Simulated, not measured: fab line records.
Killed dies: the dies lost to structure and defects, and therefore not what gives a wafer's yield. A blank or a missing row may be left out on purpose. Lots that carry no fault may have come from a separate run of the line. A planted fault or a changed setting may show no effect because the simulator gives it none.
The tool behind it: which one? :: flow sky130 :: 12 lots with 36 wafers sampled at 5 steps, on a route of 708 steps

== WHAT THE GAUGES SHOWED, per wafer ==
SKY_POLY_GATE_CD_MEAS_13 targets a cd of 150 nm. Usual: cd nm at 149.8 nm, with a standard deviation of 1.2.
lot: L378
measured: day 17 08:02
on: cd sem-02
cd nm (nm): 150.6 150.6 148.9
flag: 

lot: L379
measured: day 17 13:21
on: cd sem-02
cd nm (nm): 149.2 149.2 149.8
flag: 

lot: L381
measured: day 18 13:01
on: cd sem-01
cd nm (nm): 150.3 151.1 150.5
flag: 

lot: L382
measured: day 18 19:25
on: cd sem-01
cd nm (nm): 149.6 151.3 150.3
flag: 

lot: L383
measured: day 18 21:29
on: cd sem-01
cd nm (nm): 150.4 151.2 150.2
flag: 

lot: L384
measured: day 19 06:23
on: cd sem-02
cd nm (nm): 148.9 150.2 148.9
flag: 

lot: L386
measured: day 20 04:23
on: cd sem-02
cd nm (nm): 148.6 147.9 147.2
flag: 

lot: L393
measured: day 22 19:40
on: cd sem-01
cd nm (nm): 152.2 151.2 150.7
flag: 

lot: L394
measured: day 22 22:43
on: cd sem-02
cd nm (nm): 149.6 150.7 149.8
flag: 

lot: L398
measured: day 24 02:57
on: cd sem-02
cd nm (nm): 150.9 151.4 151.4
flag: 

lot: L399
measured: day 24 21:07
on: cd sem-02
cd nm (nm): 150.9 150.5 150.6
flag: 

lot: L400
measured: day 24 23:14
on: cd sem-02
cd nm (nm): 149.8 150.7 150.5
flag: 

SKY_LDD_HVP_OVL_MEAS_07. Usual: LDD_HVP_OVL typically reads 0.4 nm, with standard deviation 1.4.
lot: L378
measured: day 22 17:16
on: overlay-02
LDD_HVP_OVL (nm): 1.6 -0.3 2.0
flag: 

lot: L379
measured: day 22 22:23
on: overlay-02
LDD_HVP_OVL (nm): -0.9 -0.2 -0.7
flag: 

lot: L381
measured: day 23 22:43
on: overlay-01
LDD_HVP_OVL (nm): -0.9 0.8 -0.1
flag: 

lot: L382
measured: day 24 02:59
on: overlay-01
LDD_HVP_OVL (nm): -0.6 0.2 3.5
flag: 

lot: L383
measured: day 24 05:49
on: overlay-01
LDD_HVP_OVL (nm): -0.1 -0.6 0.5
flag: 

lot: L384
measured: day 24 14:46
on: overlay-02
LDD_HVP_OVL (nm): 1.4 3.0 2.3
flag: 

lot: L386
measured: day 25 11:58
on: overlay-02
LDD_HVP_OVL (nm): 0.7 -0.3 -0.5
flag: 

lot: L393
measured: day 27 23:58
on: overlay-01
LDD_HVP_OVL (nm): -0.7 -1.6 0.3
flag: 

lot: L394
measured: day 28 02:25
on: overlay-01
LDD_HVP_OVL (nm): 1.0 0.4 0.6
flag: 

lot: L398
measured: day 29 07:23
on: overlay-02
LDD_HVP_OVL (nm): 1.3 -0.4 0.1
flag: 

lot: L399
measured: day 29 22:19
on: overlay-01
LDD_HVP_OVL (nm): -0.6 0.3 -0.3
flag: 

lot: L400
measured: day 30 01:22
on: overlay-01
LDD_HVP_OVL (nm): 0.4 -0.2 0.5
flag: 

SKY_SD_P_OVL_MEAS_08. Usual: SD_P_OVL typically reads 0.8 nm, with standard deviation 1.2.
lot: L378
measured: day 26 15:26
on: overlay-02
SD_P_OVL (nm): 0.6 0.6 0.2
flag: 

lot: L379
measured: day 26 19:35
on: overlay-01
SD_P_OVL (nm): 4.2 3.6 3.9
flag: 

lot: L381
measured: day 27 20:59
on: overlay-01
SD_P_OVL (nm): 0.9 -0.4 0.3
flag: 

lot: L382
measured: day 27 23:53
on: overlay-02
SD_P_OVL (nm): 2.3 0.6 0.3
flag: 

lot: L383
measured: day 28 03:29
on: overlay-01
SD_P_OVL (nm): 0.0 -0.3 0.5
flag: 

lot: L384
measured: day 28 09:53
on: overlay-01
SD_P_OVL (nm): 1.0 0.9 2.1
flag: 

lot: L386
measured: day 29 09:02
on: overlay-01
SD_P_OVL (nm): -1.2 -0.6 0.9
flag: 

lot: L393
measured: day 31 17:22
on: overlay-01
SD_P_OVL (nm): 1.7 0.2 1.1
flag: 

lot: L394
measured: day 31 20:04
on: overlay-01
SD_P_OVL (nm): 1.0 -0.1 -0.1
flag: 

lot: L398
measured: day 33 01:46
on: overlay-02
SD_P_OVL (nm): 1.4 2.1 2.3
flag: 

lot: L399
measured: day 33 15:05
on: overlay-02
SD_P_OVL (nm): 0.1 0.7 -0.1
flag: 

lot: L400
measured: day 33 16:43
on: overlay-02
SD_P_OVL (nm): -0.1 0.8 0.7
flag: 

== WHAT TOOL EACH LOT RAN ON (gives the tool, then ch and the chambers of the sampled wafers, and finally the start) ==
lot: L378
SKY_SPACER_ETCHBACK_02: rie diel-01 ch 0,2,3, day 24 02:06
SKY_POLY_CUT_ETCH_11: rie diel-04 ch 0,2, day 25 09:13

lot: L379
SKY_SPACER_ETCHBACK_02: rie diel-03 ch 0,2, day 24 06:58
SKY_POLY_CUT_ETCH_11: rie diel-04 ch 0,3, day 25 12:53

lot: L381
SKY_SPACER_ETCHBACK_02: rie diel-02 ch 0,1,3, day 25 08:30
SKY_POLY_CUT_ETCH_11: rie diel-04 ch 2,3, day 26 15:13

lot: L382
SKY_SPACER_ETCHBACK_02: rie diel-02 ch 0,2,3, day 25 12:07
SKY_POLY_CUT_ETCH_11: rie diel-04 ch 0,1,3, day 26 18:04

lot: L383
SKY_SPACER_ETCHBACK_02: rie diel-03 ch 0,2,3, day 25 14:56
SKY_POLY_CUT_ETCH_11: rie diel-02 ch 0,2,3, day 26 21:32

lot: L384
SKY_SPACER_ETCHBACK_02: rie diel-02 ch 1,3, day 25 23:10
SKY_POLY_CUT_ETCH_11: rie diel-02 ch 1,2,3, day 27 04:44

lot: L386
SKY_SPACER_ETCHBACK_02: rie diel-03 ch 0,1,3, day 26 21:30
SKY_POLY_CUT_ETCH_11: rie diel-04 ch 0,1,2, day 28 03:31

lot: L393
SKY_SPACER_ETCHBACK_02: rie diel-03 ch 0,1,2, day 29 07:32
SKY_POLY_CUT_ETCH_11: rie diel-04 ch 0,1,2, day 30 12:31

lot: L394
SKY_SPACER_ETCHBACK_02: rie diel-03 ch 0,1,3, day 29 09:47
SKY_POLY_CUT_ETCH_11: rie diel-04 ch 1,2, day 30 15:25

lot: L398
SKY_SPACER_ETCHBACK_02: rie diel-02 ch 0,1,2, day 30 17:14
SKY_POLY_CUT_ETCH_11: rie diel-02 ch 0,2,3, day 31 21:52

lot: L399
SKY_SPACER_ETCHBACK_02: rie diel-02 ch 0,1,2, day 31 07:00
SKY_POLY_CUT_ETCH_11: rie diel-04 ch 0,1,3, day 32 11:32

lot: L400
SKY_SPACER_ETCHBACK_02: rie diel-01 ch 0,1,3, day 31 08:21
SKY_POLY_CUT_ETCH_11: rie diel-03 ch 0,2, day 32 13:28
- SKY_SPACER_ETCHBACK_02: etches Si3N4 in CH3F/O2, stops on SiO2, time 46.7 s, target depth 45 nm.
- SKY_POLY_CUT_ETCH_11: etches Si3N4 in CF4/CH2F2/Ar, stops on poly-Si, time 42.5 s, target depth 60 nm.

== WHAT THE TOOLS THEMSELVES READ (means of the sampled wafers that have a number; where no wafer has one, the mark that the record gives instead) ==
SKY_SPACER_ETCHBACK_02. Usual: drypump motor current A 5.7 A, standard deviation 0.5; oes product au 0.854 a.u., standard deviation 0.0063; run length s 75.0 s, standard deviation 0.49; throttle valve pct 10.562 %, standard deviation 0.0085.
lot: L378
tool: rie diel-01
drypump motor current A (A): 5.7
oes product au (a.u.): 0.858
run length s (s): 74.7
throttle valve pct (%): 10.558
flag: 

lot: L379
tool: rie diel-03
drypump motor current A (A): 5.9
oes product au (a.u.): 0.854
run length s (s): 75.3
throttle valve pct (%): 10.563
flag: 

lot: L381
tool: rie diel-02
drypump motor current A (A): 5.7
oes product au (a.u.): 0.862
run length s (s): 75.1
throttle valve pct (%): 10.571
flag: 

lot: L382
tool: rie diel-02
drypump motor current A (A): 5.9
oes product au (a.u.): 0.853
run length s (s): 75.5
throttle valve pct (%): 10.555
flag: 

lot: L383
tool: rie diel-03
drypump motor current A (A): 5.8
oes product au (a.u.): 0.850
run length s (s): 75.1
throttle valve pct (%): 10.561
flag: 

lot: L384
tool: rie diel-02
drypump motor current A (A): 5.9
oes product au (a.u.): 0.856
run length s (s): 75.5
throttle valve pct (%): 10.558
flag: 

lot: L386
tool: rie diel-03
drypump motor current A (A): 6.0
oes product au (a.u.): 0.861
run length s (s): 74.9
throttle valve pct (%): 10.565
flag: 

lot: L393
tool: rie diel-03
drypump motor current A (A): 6.0
oes product au (a.u.): 0.811
run length s (s): 80.2
throttle valve pct (%): 10.551
flag: OFF

lot: L394
tool: rie diel-03
drypump motor current A (A): 6.0
oes product au (a.u.): 0.816
run length s (s): 79.6
throttle valve pct (%): 10.557
flag: OFF

lot: L398
tool: rie diel-02
drypump motor current A (A): 5.8
oes product au (a.u.): 0.862
run length s (s): 75.5
throttle valve pct (%): 10.565
flag: 

lot: L399
tool: rie diel-02
drypump motor current A (A): 5.7
oes product au (a.u.): 0.850
run length s (s): 75.2
throttle valve pct (%): 10.568
flag: 

lot: L400
tool: rie diel-01
drypump motor current A (A): 5.5
oes product au (a.u.): 0.851
run length s (s): 75.0
throttle valve pct (%): 10.566
flag: 

SKY_POLY_CUT_ETCH_11. Usual: drypump motor current A 5.8 A, standard deviation 0.44; oes product au 0.830 a.u., standard deviation 0.006; throttle valve pct 14.994 %, standard deviation 0.0078.
lot: L378
tool: rie diel-04
drypump motor current A (A): 5.4
oes product au (a.u.): 0.833
throttle valve pct (%): 14.994
flag: 

lot: L379
tool: rie diel-04
drypump motor current A (A): 5.9
oes product au (a.u.): 0.838
throttle valve pct (%): 14.991
flag: 

lot: L381
tool: rie diel-04
drypump motor current A (A): 5.9
oes product au (a.u.): 0.835
throttle valve pct (%): 14.989
flag: 

lot: L382
tool: rie diel-04
drypump motor current A (A): 5.8
oes product au (a.u.): 0.825
throttle valve pct (%): 14.992
flag: 

lot: L383
tool: rie diel-02
drypump motor current A (A): 5.9
oes product au (a.u.): 0.817
throttle valve pct (%): 14.987
flag: 

lot: L384
tool: rie diel-02
drypump motor current A (A): 6.0
oes product au (a.u.): 0.833
throttle valve pct (%): 14.997
flag: 

lot: L386
tool: rie diel-04
drypump motor current A (A): 5.5
oes product au (a.u.): 0.836
throttle valve pct (%): 14.994
flag: 

lot: L393
tool: rie diel-04
drypump motor current A (A): 5.5
oes product au (a.u.): 0.819
throttle valve pct (%): 14.985
flag: 

lot: L394
tool: rie diel-04
drypump motor current A (A): 5.7
oes product au (a.u.): 0.817
throttle valve pct (%): 14.992
flag: 

lot: L398
tool: rie diel-02
drypump motor current A (A): 6.0
oes product au (a.u.): 0.824
throttle valve pct (%): 14.995
flag: 

lot: L399
tool: rie diel-04
drypump motor current A (A): 5.8
oes product au (a.u.): 0.831
throttle valve pct (%): 14.994
flag: 

lot: L400
tool: rie diel-03
drypump motor current A (A): 5.9
oes product au (a.u.): 0.828
throttle valve pct (%): 14.993
flag: 

== THE ANSWER, worked out from the rows above alone ==
Rule: take the mean of a lot's wafers that have a number; if it is more than 3 standard deviations from the usual mean, the lot is off. Also off: a lot with no number at a reading for which 4 or more lots have one. The other lots that the step has rows for count as sound. First the gauges in route order, then the tools' own readings, where a lot's mean is used as printed above. At the first step where some lot is off, the reading lying furthest off is the one used; lots without a number count as furthest.
Off, at SKY_SPACER_ETCHBACK_02 on run length s: L393, L394.
If a tool, at that step or one of the process steps before it, ran each lot that is off and ran no sound lot following the first of them, it fits. One fits: rie diel-03 at SKY_SPACER_ETCHBACK_02. A fault onset in the window from L386 (day 26 21:30, its last sound lot) to L393 (day 29 07:32, its first lot off) fits.
The tool's own readings at SKY_SPACER_ETCHBACK_02 bear it out: on the lots that are off they differ by more than 5 times the standard deviation of the sound lots' means. oes product au reads 0.814 a.u. there against 0.856 a.u. on the sound lots; run length s reads 79.9 s there against 75.2 s on the sound lots.

== WHAT THE SIMULATOR HAD INSERTED ==
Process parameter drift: rie diel-03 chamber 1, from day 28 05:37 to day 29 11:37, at SKY_SPACER_ETCHBACK_02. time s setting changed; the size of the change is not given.
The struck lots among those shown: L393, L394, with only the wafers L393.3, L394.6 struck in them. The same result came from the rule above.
